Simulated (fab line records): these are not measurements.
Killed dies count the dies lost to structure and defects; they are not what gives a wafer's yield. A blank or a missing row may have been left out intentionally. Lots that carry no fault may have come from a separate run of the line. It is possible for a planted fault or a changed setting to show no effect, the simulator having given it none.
What tool caused it? + flow sky130 + 13 lots, 39 wafers sampled, at 4 steps of a route of 708

WHAT EACH GAUGE READ, for each wafer
SKY_VT_ADJUST_NCORE_OVL_MEAS_08.
| lot  | measured     | on         | VT_ADJUST_NCORE_OVL (nm) |
|------|--------------|------------|--------------------------|
| L888 | day 9 00:17  | overlay-02 | -2.0 0.3 -1.4            |
| L892 | day 10 17:41 | overlay-01 | -2.3 -0.6 0.6            |
| L894 | day 11 01:58 | overlay-02 | -0.2 -1.9 -1.0           |
| L895 | day 11 02:16 | overlay-01 | 0.3 -1.1 0.6             |
| L896 | day 11 13:13 | overlay-02 | -0.5 1.6 -0.7            |
| L897 | day 11 21:54 | overlay-01 | 4.1 2.6 0.3              |
| L899 | day 12 12:21 | overlay-02 | -0.7 -1.6 -1.9           |
| L900 | day 12 14:38 | overlay-02 | 0.4 1.0 0.6              |
| L901 | day 12 17:19 | overlay-01 | -3.5 -2.7 -1.2           |
| L902 | day 12 22:35 | overlay-02 | 4.4 1.0 1.2              |
| L906 | day 14 04:58 | overlay-01 | 3.7 1.3 2.1              |
| L907 | day 14 15:27 | overlay-01 | 3.4 3.3 1.4              |
| L910 | day 15 08:37 | overlay-01 | -1.6 -2.3 0.5            |

SKY_SONOS_ONO_THK_MEAS_01.
| lot  | measured     | on            | SONOS_ONO_OXIDATION_THK (nm) |
|------|--------------|---------------|------------------------------|
| L888 | day 12 00:58 | film metro-04 | 2.57 2.66 2.49               |
| L892 | day 13 19:59 | film metro-04 | 2.68 2.70 2.63               |
| L894 | day 14 05:13 | film metro-03 | 2.64 2.63 2.65               |
| L895 | day 14 05:13 | film metro-02 | 2.59 2.63 2.54               |
| L896 | day 14 16:20 | film metro-04 | 2.56 2.61 2.57               |
| L897 | day 15 02:11 | film metro-02 | 2.64 2.60 2.61               |
| L899 | day 15 18:28 | film metro-03 | 2.63 2.66 2.58               |
| L900 | day 16 00:04 | film metro-03 | 2.61 2.57 2.67               |
| L901 | day 16 02:49 | film metro-03 | 2.59 2.59 2.62               |
| L902 | day 16 10:14 | film metro-03 | 2.63 2.57 2.57               |
| L906 | day 17 17:07 | film metro-02 | 2.58 2.62 2.57               |
| L907 | day 18 05:53 | film metro-04 | 2.70 2.67 2.65               |
| L910 | day 19 01:01 | film metro-03 | 2.58 2.58 2.61               |

SKY_GATE_OXIDE_THK_MEAS_02.
| lot  | measured     | on            | GATE_OXIDE_OXIDATION_00_THK (nm) |
|------|--------------|---------------|----------------------------------|
| L888 | day 14 00:35 | film metro-01 | 10.22 10.38 10.31                |
| L892 | day 15 03:35 | film metro-02 | 10.43 10.28 10.29                |
| L894 | day 15 13:43 | film metro-02 | 10.11 10.17 10.01                |
| L895 | day 15 12:44 | film metro-01 | 9.83 9.85 9.83                   |
| L896 | day 16 02:53 | film metro-02 | 10.48 10.18 10.28                |
| L897 | day 16 15:55 | film metro-04 | 10.27 10.42 10.36                |
| L899 | day 17 03:01 | film metro-01 | 9.93 10.01 9.94                  |
| L900 | day 17 10:10 | film metro-01 | 10.28 10.10 10.18                |
| L901 | day 17 13:08 | film metro-02 | 10.28 10.30 10.25                |
| L902 | day 17 20:08 | film metro-01 | 10.08 10.02 10.13                |
| L910 | day 20 13:34 | film metro-04 | 10.22 10.24 10.32                |

TOOL THAT RAN EACH LOT (tool first, then ch and the chambers of the sampled wafers, then the start)
| lot  | SKY_SONOS_ONO_ETCH_15              |
|------|------------------------------------|
| L888 | rie diel-01 ch 0,1,2, day 13 22:46 |
| L892 | rie diel-04 ch 0,1, day 15 01:50   |
| L894 | rie diel-01 ch 0,1,3, day 15 10:59 |
| L895 | rie diel-02 ch 0,2,3, day 15 10:52 |
| L896 | rie diel-04 ch 0,1,3, day 15 23:22 |
| L897 | rie diel-04 ch 0,2, day 16 09:51   |
| L899 | rie diel-01 ch 1,2, day 17 00:15   |
| L900 | rie diel-02 ch 0,2,3, day 17 07:03 |
| L901 | rie diel-04 ch 0,2,3, day 17 09:59 |
| L902 | rie diel-01 ch 0,1,2, day 17 17:59 |
| L906 | rie diel-02 ch 1,3, day 19 04:03   |
| L907 | rie diel-04 ch 0,2,3, day 19 17:04 |
| L910 | rie diel-04 ch 0,1,3, day 20 11:48 |
- SKY_SONOS_ONO_ETCH_15: etches the open film in CHF3/O2, target depth 19.52 nm, time 7.8 s.

AS READ BY THE TOOLS THEMSELVES (means over the sampled wafers that have a number; for cases with no such wafer, the mark the record gives instead)
SKY_SONOS_ONO_ETCH_15.
| lot  | tool        | O2_flow_sccm (sccm) | bias w (W) | chamber pressure mTorr (mTorr) | drypump motor current A (A) | oes product au (a.u.) | throttle valve pct (%) |
|------|-------------|---------------------|------------|--------------------------------|-----------------------------|-----------------------|------------------------|
| L888 | rie diel-01 | 5.011               | 199.9      | 40.00                          | 6.1                         | 0.999                 | 8.820                  |
| L892 | rie diel-04 | 4.993               | 200.2      | 39.99                          | 6.1                         | 1.004                 | 8.822                  |
| L894 | rie diel-01 | 4.997               | 200.2      | 40.00                          | 5.9                         | 1.007                 | 8.822                  |
| L895 | rie diel-02 | 5.004               | 200.6      | 40.03                          | 5.4                         | 1.004                 | 8.821                  |
| L896 | rie diel-04 | 4.989               | 200.1      | 39.99                          | 5.9                         | 1.006                 | 8.825                  |
| L897 | rie diel-04 | 4.988               | 199.7      | 40.05                          | 6.1                         | 0.983                 | 8.820                  |
| L899 | rie diel-01 | 4.996               | 200.3      | 39.99                          | 5.9                         | 0.990                 | 8.815                  |
| L900 | rie diel-02 | 4.997               | 200.1      | 39.98                          | 5.4                         | 0.992                 | 8.819                  |
| L901 | rie diel-04 | 4.996               | 199.9      | 40.00                          | 5.9                         | 0.995                 | 8.821                  |
| L902 | rie diel-01 | 4.982               | 200.0      | 40.00                          | 6.1                         | 0.996                 | 8.830                  |
| L906 | rie diel-02 | -                   | -          | -                              | -                           | -                     | -                      |
| L907 | rie diel-04 | -                   | -          | -                              | -                           | -                     | -                      |
| L910 | rie diel-04 | 5.001               | 199.8      | 40.00                          | 5.9                         | 0.994                 | 8.830                  |

THE ANSWER, worked out from the rows above alone
Rule: the usual values come from the lots themselves. The widest of any qualifying gaps counts: lots, ordered by their means at a reading, are off when they make up no more than a third of the lots, leave a main group of 4 or more, and stand apart from it by 3 or more times the standard deviation of that group's means. Not used: any main group whose means are identical at the precision the tables above print for the reading. A lot without any number at a reading at which 4 lots or more have one is off too. Any other lot the step has rows for is counted as sound. Order of review: gauges by route order, followed by the tools' own readings, for which a lot's mean as printed above is used. At the first step where some lot is off, the reading lying furthest off is the one used; lots without a number count as furthest.
Off: L906, L907, at SKY_SONOS_ONO_ETCH_15 (O2_flow_sccm). Without a number there: L906, L907. Mean 4.996 sccm and standard deviation 0.0076 in the main group.
If a tool, at that step or one of the process steps before it, ran each lot that is off and ran no sound lot following the first of them, it fits. Not one of the candidates tried fits.

WHAT THE SIMULATOR PUT IN
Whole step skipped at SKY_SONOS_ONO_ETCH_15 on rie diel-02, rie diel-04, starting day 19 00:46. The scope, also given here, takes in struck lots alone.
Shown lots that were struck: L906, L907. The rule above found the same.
